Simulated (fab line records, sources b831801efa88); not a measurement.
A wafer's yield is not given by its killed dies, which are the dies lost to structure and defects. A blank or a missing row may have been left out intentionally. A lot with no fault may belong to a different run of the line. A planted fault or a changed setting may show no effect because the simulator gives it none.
Matching of chambers -- flow gf180mcu -- 3 sister chambers for GF_STI_WET_ETCH_26 on wetBench-04
The step etches SiO2 in dHF, target depth 94 nm, time 188 s. 3 wafers are shown with their chamber, then 7 later ones without.

WAFERS PAIRED WITH THEIR CHAMBERS
wafer,chamber,runLengthS (s)
L620.3,3,214
L624.6,1,223
L626.4,0,216

WAFERS WITH NO CHAMBER GIVEN
wafer,runLengthS (s)
L626.6,216
L628.1,214
L628.4,214
L628.5,214
L629.2,215
L629.3,215
L629.6,215

WHICH CHAMBER EACH ONE RAN IN
wafer,from the rows above,in truth
L626.6,0,0
L628.1,3,3
L628.4,3,3
L628.5,3,3
L629.2,can't be placed: 0 or 3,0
L629.3,can't be placed: 0 or 3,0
L629.6,can't be placed: 0 or 3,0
4 of 7 placed correctly. From these rows, 3 cannot be placed; in 3 the true chamber is one of the candidates. Placed wrongly: 0.
How it was worked out, from the rows above alone: a wafer's distance from a chamber is the root of the sum, over the readings, of the square of ((its reading less the chamber's mean) divided by the reading's scatter). If the next closest chamber is less than 2 further off than the closest, the wafer can't be placed; otherwise it belongs to the closest. For every chamber, the mean is computed from those of its wafers that are shown. The scatter (one wafer shown for each chamber): square how far every hidden wafer sits from the nearest shown wafer, average those squares and take the square root.
